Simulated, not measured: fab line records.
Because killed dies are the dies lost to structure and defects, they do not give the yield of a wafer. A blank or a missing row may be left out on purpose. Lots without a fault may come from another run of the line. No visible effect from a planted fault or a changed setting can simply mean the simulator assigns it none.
fab line records -- flow sky130
record: lots: 5, wafers: 15, last-day: 49
route steps=708 shown LOCAL_INTERCONNECT@397 CONTACT@406
lots untouched by any fault: they come from a run of this same line in which no faults occurred
start-h: hours from the record's opening day to when the first of the lot's shown wafers began -- wait-h: how many hours have passed since the lot's step before this one -- " unchanged from the row above -- L1.1+2: several wafers, shown together as one row -- - no value, or no start was given -- * or withheld: withheld -- < > ~ a bound
route shown NAME@n: names a module that has steps shown in the file, with the first one's number in the route -- usual: mean/standard deviation taken from wafers without a fault -- same: alike in all rows -- chamber/n: place in a boat -- sites: the reading at each site -- _std_site: the standard deviation of these -- _edge_site: the outer-site mean with the inner-site mean subtracted -- radius-mm: for every site, how far away it sits from the centre of the wafer -- mask NAME#n: copy n -- behind: the tool/chamber that last shaped the wafer -- hold: why the lot was held/for how many hours/how that ended -- device: whichever transistor did not switch (one of n, p or np) -- end of line: tests run on the same wafers once the route is complete -- where a step has no rows: the recipe by itself -- killed: the dies lost at the first sort to structure and to defects; this is not the yield of the wafer -- map: the dies of a wafer, with x for killed, . for not killed, _ for no die there
set.NAME: the setting the step ran with; set.NAME@STEP: the setting that earlier step ran with -- model.NAME: the simulator's own value behind a step, which no gauge read
lots at selected steps of the route; one table per step, one row per wafer
services: from which hour (start-h, from the record's first day; less than 0 if before it) a tool's chamber was out of use, for how many hours, and why
== steps ==
step: SKY_LOCAL_INTERCONNECT_DEVELOP_10
recipe: develop-time-s: 60, resist: KrF-thick, dev-temp-c: 21
usual: developer-temp-C: 21.00/0.095
lot.wafer,tool,chamber,start-h,wait-h,developer-temp-C
L079.1,litho-track-03,0,-,-,20.98
L079.2,litho-track-03,0,-,-,21.07
L079.3,litho-track-03,0,-,-,21.08
L084.1,litho-track-01,0,-,-,20.90
L084.4,litho-track-01,0,-,-,21.05
L084.5,litho-track-01,0,-,-,21.02
L085.1,litho-track-04,0,-,-,20.99
L085.2,litho-track-04,0,-,-,21.08
L085.5,litho-track-04,0,-,-,20.98
L086.1,litho-track-03,0,-,-,20.96
L086.3,litho-track-03,0,-,-,20.87
L086.4,litho-track-03,0,-,-,20.94
L096.3,litho-track-01,0,-,-,21.08
L096.5,litho-track-01,0,-,-,21.03
L096.6,litho-track-01,0,-,-,21.17
step: SKY_LOCAL_INTERCONNECT_CD_MEAS_11
recipe: target-cd-nm: 170
usual: cd-nm: 170.1/1.5
lot.wafer,tool,chamber,start-h,wait-h,cd-nm
L079.1,cd-sem-02,-,764.42,-,171.0
L079.2,cd-sem-02,-,764.42,-,170.7
L079.3,cd-sem-02,-,764.42,-,170.6
L084.1,cd-sem-02,-,780.09,-,168.8
L084.4,cd-sem-02,-,780.09,-,169.2
L084.5,cd-sem-02,-,780.09,-,169.2
L085.1,cd-sem-02,-,797.74,-,173.2
L085.2,cd-sem-02,-,797.74,-,172.8
L085.5,cd-sem-02,-,797.74,-,172.8
L086.1,cd-sem-02,-,799.42,-,170.5
L086.3,cd-sem-02,-,799.42,-,168.8
L086.4,cd-sem-02,-,799.42,-,169.5
L096.3,cd-sem-02,-,866.29,-,169.5
L096.5,cd-sem-02,-,866.29,-,167.6
L096.6,cd-sem-02,-,866.29,-,168.3
step: SKY_LOCAL_INTERCONNECT_OVL_MEAS_12
usual: LOCAL_INTERCONNECT_OVL: -2/5.2
lot.wafer,tool,chamber,start-h,wait-h,LOCAL_INTERCONNECT_OVL[nm]
L079.1,overlay-02,-,764.54,0.1,-4
L079.2,overlay-02,-,764.54,0.1,-1
L079.3,overlay-02,-,764.54,0.1,-7
L084.1,overlay-01,-,780.21,0.1,-3
L084.4,overlay-01,-,780.21,0.1,1
L084.5,overlay-01,-,780.21,0.1,-10
L085.1,overlay-02,-,797.86,0.1,4
L085.2,overlay-02,-,797.86,0.1,-1
L085.5,overlay-02,-,797.86,0.1,3
L086.1,overlay-01,-,799.54,0.1,5
L086.3,overlay-01,-,799.54,0.1,1
L086.4,overlay-01,-,799.54,0.1,-2
L096.3,overlay-02,-,866.38,0.1,-5
L096.5,overlay-02,-,866.38,0.1,-11
L096.6,overlay-02,-,866.38,0.1,-17
step: SKY_LOCAL_INTERCONNECT_ETCH_13
recipe: chemistry: N2/H2, target: BARC, ion-energy-ev: 200, bias-w: 100, pressure-mtorr: 30, n2-flow-sccm: 100, h2-flow-sccm: 200, icp-w: 500, stop-on: SiO2, time-s: 45.9, target-depth-a: 600
usual: drypump-motor-current-A: 5.8/0.54, n2-flow-sccm: 100.0/0.33, oes-product-au: 0.855/0.0044, throttle-valve-pct: 13.225/0.0089
lot.wafer,tool,chamber,start-h,wait-h,drypump-motor-current-A,n2-flow-sccm,oes-product-au,rf-hours-counter-h,throttle-valve-pct
L079.1,rie-metal-03,0,764.57,0.0,6.1,99.9,0.858,3,13.223
L079.2,rie-metal-03,1,764.57,0.0,6.4,100.4,0.860,4,13.227
L079.3,rie-metal-03,0,764.57,0.0,6.0,100.0,0.857,-,13.226
L084.1,rie-metal-03,1,780.25,0.0,6.4,100.1,0.858,5,13.228
L084.4,rie-metal-03,1,780.25,0.0,6.4,99.8,0.855,-,13.225
L084.5,rie-metal-03,0,780.25,0.0,6.0,100.0,0.851,-,13.216
L085.1,rie-metal-02,1,797.89,0.0,6.1,99.7,0.850,15,13.251
L085.2,rie-metal-02,0,797.89,0.0,5.5,99.8,0.851,8,13.232
L085.5,rie-metal-02,0,797.89,0.0,5.5,99.7,0.855,-,13.224
L086.1,rie-metal-01,1,799.57,0.0,6.1,99.6,0.854,1,13.224
L086.3,rie-metal-01,1,799.57,0.0,6.1,99.9,0.865,-,13.217
L086.4,rie-metal-01,0,799.57,0.0,4.9,100.3,0.852,-,13.232
L096.3,rie-metal-01,0,866.42,0.0,4.9,99.9,0.857,-,13.229
L096.5,rie-metal-01,0,866.42,0.0,4.9,99.9,0.852,-,13.228
L096.6,rie-metal-01,1,866.42,0.0,6.1,100.4,0.857,-,13.218
step: SKY_LOCAL_INTERCONNECT_METAL_ETCH_14
recipe: target-depth-nm: 110, stop-on: PSG, chemistry: Cl2/BCl3, target: TiN, resist-sidewall-deg: 88, pressure-mtorr: 10, icp-w: 900, bias-w: 48.5, Cl2_flow_sccm: 60, bcl3-flow-sccm: 30, time-s: 31.4
usual: drypump-motor-current-A: 5.8/0.54, oes-product-au: 0.946/0.0076, throttle-valve-pct: 21.898/0.0096
lot.wafer,tool,chamber,start-h,wait-h,drypump-motor-current-A,oes-product-au,rf-hours-counter-h,throttle-valve-pct
L079.1,rie-metal-03,0,764.64,0.0,6.1,0.948,4,21.900
L079.2,rie-metal-03,1,764.64,0.0,6.4,0.940,4,21.895
L079.3,rie-metal-03,0,764.64,0.0,6.1,0.952,-,21.886
L084.1,rie-metal-03,1,780.31,0.0,6.4,0.947,5,21.907
L084.4,rie-metal-03,1,780.31,0.0,6.4,0.951,-,21.898
L084.5,rie-metal-03,0,780.31,0.0,6.0,0.953,-,21.885
L085.1,rie-metal-02,1,797.96,0.0,6.1,0.930,15,21.905
L085.2,rie-metal-02,0,797.96,0.0,5.6,0.945,8,21.912
L085.5,rie-metal-02,0,797.96,0.0,5.5,0.954,-,21.888
L086.1,rie-metal-01,1,799.64,0.0,6.1,0.955,2,21.897
L086.3,rie-metal-01,1,799.64,0.0,6.1,0.950,-,21.901
L086.4,rie-metal-01,0,799.64,0.0,4.9,0.932,-,21.914
L096.3,rie-metal-01,0,866.48,0.0,4.9,0.949,-,21.894
L096.5,rie-metal-01,0,866.48,0.0,4.9,0.947,-,21.896
L096.6,rie-metal-01,1,866.48,0.0,6.1,0.953,-,21.897
step: SKY_LOCAL_INTERCONNECT_STRIP_15
recipe: chemistry: O2/N2, power-w: 1400, pressure-mtorr: 1500, platen-temp-c: withheld, o2-flow-sccm: 3000, n2-flow-sccm: 300, overash-fraction: 0.5
usual: drypump-motor-current-A: 6.0/0.54, n2-flow-sccm: 300.0/1, oes-product-au: 0.427/0.0044, strip-time-to-endpoint-s: 4.719/0.023
lot.wafer,tool,chamber,start-h,wait-h,drypump-motor-current-A,n2-flow-sccm,oes-product-au,rf-hours-counter-h,strip-time-to-endpoint-s
L079.1,plasma-asher-01,0,764.69,0.0,5.6,301.1,0.428,33,4.745
L079.2,plasma-asher-01,1,764.69,0.0,6.5,298.6,0.436,33,4.730
L079.3,plasma-asher-01,0,764.69,0.0,5.6,299.4,0.425,-,4.722
L084.1,plasma-asher-01,1,780.37,0.0,6.4,301.4,0.428,35,4.703
L084.4,plasma-asher-01,1,780.37,0.0,6.4,300.7,0.427,-,4.677
L084.5,plasma-asher-01,1,780.37,0.0,6.4,301.0,0.430,-,4.697
L085.1,plasma-asher-01,0,798.01,0.0,5.6,299.7,0.432,37,4.745
L085.2,plasma-asher-01,1,798.01,0.0,6.4,301.1,0.423,37,4.720
L085.5,plasma-asher-01,1,798.01,0.0,6.4,299.2,0.422,-,4.718
L086.1,plasma-asher-04,1,799.69,0.0,6.2,300.7,0.426,5,4.717
L086.3,plasma-asher-04,1,799.69,0.0,6.3,302.0,0.429,-,4.694
L086.4,plasma-asher-04,0,799.69,0.0,5.3,298.8,0.430,-,4.759
L096.3,plasma-asher-02,0,866.55,0.1,5.3,302.4,0.424,-,4.746
L096.5,plasma-asher-02,1,866.55,0.1,6.6,300.2,0.428,-,4.710
L096.6,plasma-asher-02,0,866.55,0.1,5.3,300.5,0.425,-,4.677
step: SKY_LOCAL_INTERCONNECT_STRIP_16
recipe: chemistry: post-etch-residue-remover, time-s: 1200, temp-c: 72.5
usual: bath-guard-temp-C: 72.5/0.66
lot.wafer,tool,chamber,start-h,wait-h,bath-guard-temp-C
L079.1,wet-bench-04,2,764.79,0.1,72.0
L079.2,wet-bench-04,2,764.79,0.1,72.1
L079.3,wet-bench-04,2,764.79,0.1,71.9
L084.1,wet-bench-04,2,780.47,0.1,71.9
L084.4,wet-bench-04,2,780.47,0.1,71.8
L084.5,wet-bench-04,2,780.47,0.1,71.8
L085.1,wet-bench-01,3,798.11,0.1,72.4
L085.2,wet-bench-01,3,798.11,0.1,72.3
L085.5,wet-bench-01,3,798.11,0.1,72.3
L086.1,wet-bench-03,3,799.79,0.1,71.3
L086.3,wet-bench-03,3,799.79,0.1,71.0
L086.4,wet-bench-03,3,799.79,0.1,71.0
L096.3,wet-bench-01,1,866.62,0.0,73.0
L096.5,wet-bench-01,1,866.62,0.0,72.8
L096.6,wet-bench-01,1,866.62,0.0,73.0
step: SKY_LOCAL_INTERCONNECT_CLEAN_17
recipe: chemistry: IPA, time-s: 180, temp-c: 25
lot.wafer,tool,chamber,start-h,wait-h
L079.1+2+3,wet-bench-01,3,765.47,0.0
L084.1+4+5,wet-bench-03,0,780.81,0.0
L085.1+2+5,wet-bench-03,0,798.45,0.0
L086.1+3+4,wet-bench-03,1,800.13,0.0
L096.3+5+6,wet-bench-03,0,866.96,0.0
step: SKY_LOCAL_INTERCONNECT_CLEAN_18
recipe: chemistry: O3/DIW, dry: n2-spin
lot.wafer,tool,chamber,start-h,wait-h
L079.1+2+3,wet-bench-04,1,765.53,0.0
L084.1+4+5,wet-bench-01,0,780.87,0.0
L085.1+2+5,wet-bench-01,0,798.51,0.0
L086.1+3+4,wet-bench-04,2,800.19,0.0
L096.3+5+6,wet-bench-01,0,867.02,0.0
step: SKY_CONTACT_CVD_00
recipe: material: Si3N4, target-thk-nm: 75, temp-c: 400, time-s: withheld, rf-w: 450
usual: heater-power-w: 663/110
lot.wafer,tool,chamber,start-h,wait-h,heater-power-w
L079.1,pecvd-02,1,765.71,0.0,791
L079.2,pecvd-02,0,765.71,0.0,823
L079.3,pecvd-02,2,765.71,0.0,715
L084.1,pecvd-01,1,780.96,0.0,476
L084.4,pecvd-01,2,780.96,0.0,554
L084.5,pecvd-01,1,780.96,0.0,492
L085.1,pecvd-02,2,798.60,0.0,691
L085.2,pecvd-02,1,798.60,0.0,721
L085.5,pecvd-02,0,798.60,0.0,787
L086.1,pecvd-04,2,800.28,0.0,567
L086.3,pecvd-04,2,800.28,0.0,602
L086.4,pecvd-04,0,800.28,0.0,802
L096.3,pecvd-01,2,867.11,0.0,593
L096.5,pecvd-01,1,867.11,0.0,550
L096.6,pecvd-01,2,867.11,0.0,602
step: SKY_CONTACT_THK_MEAS_01
recipe: reads: Si3N4_of_CONTACT_CVD_00
usual: CONTACT_CVD_00_THK: 75.3/1
lot.wafer,tool,chamber,start-h,wait-h,CONTACT_CVD_00_THK[nm]
L079.1,film-metro-02,-,765.74,-,74.3
L079.2,film-metro-02,-,765.74,-,74.9
L079.3,film-metro-02,-,765.74,-,74.7
L084.1,film-metro-04,-,781.01,-,74.6
L084.4,film-metro-04,-,781.01,-,76.9
L084.5,film-metro-04,-,781.01,-,76.7
L085.1,film-metro-04,-,798.63,-,74.9
L085.2,film-metro-04,-,798.63,-,74.2
L085.5,film-metro-04,-,798.63,-,75.1
L086.1,film-metro-04,-,800.33,-,74.7
L086.3,film-metro-04,-,800.33,-,75.1
L086.4,film-metro-04,-,800.33,-,75.5
L096.3,film-metro-03,-,867.16,-,74.6
L096.5,film-metro-03,-,867.16,-,76.5
L096.6,film-metro-03,-,867.16,-,75.9
step: SKY_CONTACT_HDPCVD_02
recipe: material: SiO2, target-thk-nm: 565, sigma-open-frac: 0.3, time-s: 94.2, temp-c: 600, sih4-flow-sccm: 60, pressure-mtorr: 6
usual: pressure-mtorr: 5.999/0.012, sih4-flow-sccm: 60.04/0.17
lot.wafer,tool,chamber,start-h,wait-h,pressure-mtorr,sih4-flow-sccm
L079.1,hdpcvd-02,1,765.80,0.1,5.999,60.29
L079.2,hdpcvd-02,0,765.80,0.1,6.002,59.89
L079.3,hdpcvd-02,2,765.80,0.1,5.990,60.03
L084.1,hdpcvd-01,2,781.07,0.1,5.999,60.13
L084.4,hdpcvd-01,1,781.07,0.1,5.995,59.91
L084.5,hdpcvd-01,2,781.07,0.1,5.974,60.08
L085.1,hdpcvd-02,1,798.69,0.1,5.998,60.01
L085.2,hdpcvd-02,0,798.69,0.1,5.999,60.13
L085.5,hdpcvd-02,0,798.69,0.1,5.994,60.10
L086.1,hdpcvd-02,2,800.57,0.2,5.999,60.08
L086.3,hdpcvd-02,0,800.57,0.2,6.002,60.39
L086.4,hdpcvd-02,2,800.57,0.2,5.987,59.74
L096.3,hdpcvd-01,1,867.20,0.0,6.004,59.93
L096.5,hdpcvd-01,1,867.20,0.0,6.008,60.14
L096.6,hdpcvd-01,2,867.20,0.0,6.002,59.99
step: SKY_CONTACT_THK_MEAS_03
recipe: reads: SiO2_of_CONTACT_HDPCVD_02
usual: CONTACT_HDPCVD_THK: 562/6.9
lot.wafer,tool,chamber,start-h,wait-h,CONTACT_HDPCVD_THK[nm]
L079.1,film-metro-04,-,765.87,0.0,557
L079.2,film-metro-04,-,765.87,0.0,563
L079.3,film-metro-04,-,765.87,0.0,561
L084.1,film-metro-03,-,781.14,0.0,567
L084.4,film-metro-03,-,781.14,0.0,568
L084.5,film-metro-03,-,781.14,0.0,573
L085.1,film-metro-02,-,798.76,0.0,546
L085.2,film-metro-02,-,798.76,0.0,554
L085.5,film-metro-02,-,798.76,0.0,554
L086.1,film-metro-02,-,800.64,0.0,561
L086.3,film-metro-02,-,800.64,0.0,550
L086.4,film-metro-02,-,800.64,0.0,557
L096.3,film-metro-04,-,867.29,0.1,564
L096.5,film-metro-04,-,867.29,0.1,562
L096.6,film-metro-04,-,867.29,0.1,571
== services ==
tool,chamber,start-h,hours,kind
plasma-asher-04,0,742.75,-,clean
plasma-asher-04,1,742.75,-,clean
pecvd-01,-,743.36,14.6,pm
pecvd-04,-,749.50,6.0,pm
pecvd-02,0,755.06,5.5,scheduled-down
pecvd-04,0,757.19,5.5,scheduled-down
plasma-asher-04,-,758.09,2.7,repair
hdpcvd-01,-,759.14,14.6,pm
pecvd-01,1,765.39,5.4,repair
pecvd-01,2,765.78,2.1,scheduled-down
pecvd-01,0,767.70,15.5,repair
rie-metal-03,-,768.53,1.6,repair
pecvd-04,1,792.46,6.1,repair
hdpcvd-01,-,798.77,6.0,pm
pecvd-02,-,808.35,6.0,pm
pecvd-02,1,818.12,-,clean
pecvd-02,1,818.12,-,consumable-replace:showerhead
pecvd-02,1,818.12,29.0,scheduled-down
pecvd-02,1,818.12,29.0,vent-cycle
wet-bench-03,-,829.63,4.1,repair
hdpcvd-01,0,839.46,5.2,repair
pecvd-04,-,847.84,0.6,repair
pecvd-02,2,865.09,14.4,repair
hdpcvd-02,-,866.89,1.0,repair
== key ==
fault none
